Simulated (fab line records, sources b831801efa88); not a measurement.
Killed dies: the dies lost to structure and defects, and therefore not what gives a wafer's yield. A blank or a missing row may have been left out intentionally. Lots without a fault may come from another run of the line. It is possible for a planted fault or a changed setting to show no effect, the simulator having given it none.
2 desks, one fault :: flow sky130 :: each desk holds nothing but its own numbers, with what lay behind them at the end

== TOOL OWNER'S DESK, litho_track-04 ==
The tool's own readings at SKY_POLY_CUT_DEHYDRATE_00 (time 60 s): means of the sampled wafers that have a number, for each lot that ran on this tool. If a lot's mean is further than 4 standard deviations from the usual mean, the lot is out of limits and carries the mark OUT (the distance appears in the brackets).
Columns: A = heater_power_total_W at SKY_POLY_CUT_DEHYDRATE_00, usual 160.36 W; B = plate_temp_C at SKY_POLY_CUT_DEHYDRATE_00, usual 200.05 C
lot: L931
first seen here: day 23 10:26
A: 160.35
B: 200.11

lot: L933
first seen here: day 24 07:41
A: 160.38
B: 200.15

lot: L939
first seen here: day 26 13:07
A: 160.33
B: 200.11

lot: L940
first seen here: day 26 23:55
A: 160.40
B: 199.72

lot: L942
first seen here: day 27 15:11
A: 160.42
B: 200.04

lot: L948
first seen here: day 30 07:22
A: 155.61 (-40) OUT
B: 195.30 (-28) OUT

lot: L952
first seen here: day 31 01:14
A: 155.56 (-40) OUT
B: 195.12 (-29) OUT
Finding of this desk: L948, L952 out of limits; the first was L948 at day 30 07:22, on heater_power_total_W at SKY_POLY_CUT_DEHYDRATE_00. In limits: L931, L933, L939, L940, L942.

== FROM THE METROLOGY DESK ==
What the gauges read, lot by lot, whatever tool the lot ran on: means of the sampled wafers that have a number. If a lot's mean is further than 4 standard deviations from the usual mean, the lot is out of limits and carries the mark OUT (the distance appears in the brackets).
Columns: A = POLY_GATE_CVD_03_THK at SKY_POLY_GATE_THK_MEAS_04, usual 75.1 nm; B = LDD_P_TW at SKY_LDD_P_TW_MEAS_11, usual 629; C = LDD_HVN_TW at SKY_LDD_HVN_TW_MEAS_10, usual 1424
lot: L931
first seen here: day 15 05:25
A: 74.8
B: 638
C: 1426

lot: L933
first seen here: day 15 20:23
A: 75.2
B: 631
C: 1418

lot: L934
first seen here: day 16 03:14
A: 75.7
B: 633
C: 1446

lot: L935
first seen here: day 16 22:22
A: 75.1
B: 630
C: 1416

lot: L937
first seen here: day 17 03:37
A: 75.6
B: 625
C: 1419

lot: L936
first seen here: day 17 03:37
A: 74.8
B: 628
C: 1439

lot: L939
first seen here: day 18 03:21
A: 74.9
B: 631
C: 1420

lot: L940
first seen here: day 18 12:56
A: 74.1
B: 627
C: 1419

lot: L941
first seen here: day 18 17:34
A: 73.8
B: 629
C: 1447

lot: L942
first seen here: day 19 04:40
A: 77.1
B: 630
C: 1416

lot: L948
first seen here: day 22 05:19
A: 75.3
B: 628
C: 1421

lot: L952
first seen here: day 23 01:27
A: 74.5
B: 625
C: 1419

lot: L953
first seen here: day 23 06:11
A: 75.3
B: 633
C: 1423

lot: L954
first seen here: day 23 09:28
A: 75.8
B: 627
C: 1425
This desk's verdict: no lot among the 14 shows anything out of limits.

== PUT TOGETHER ==
An alarm could have come from the tool owner's desk at day 30 07:22, on L948, L952.
At the metrology desk, nothing out of limits was observed.
The metrology desk holds a record of L948, L952, inside its limits.
The lots listed all ran SKY_POLY_CUT_DEHYDRATE_00 on litho_track-04.

== WHAT WAS PUT IN BY THE SIMULATOR ==
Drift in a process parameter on litho_track-04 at SKY_POLY_CUT_DEHYDRATE_00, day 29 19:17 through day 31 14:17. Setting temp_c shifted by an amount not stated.
Shown lots that were struck: L948, L952.
Hours from the fault's start to each desk's first reading out of limits: the tool owner's desk, 12.
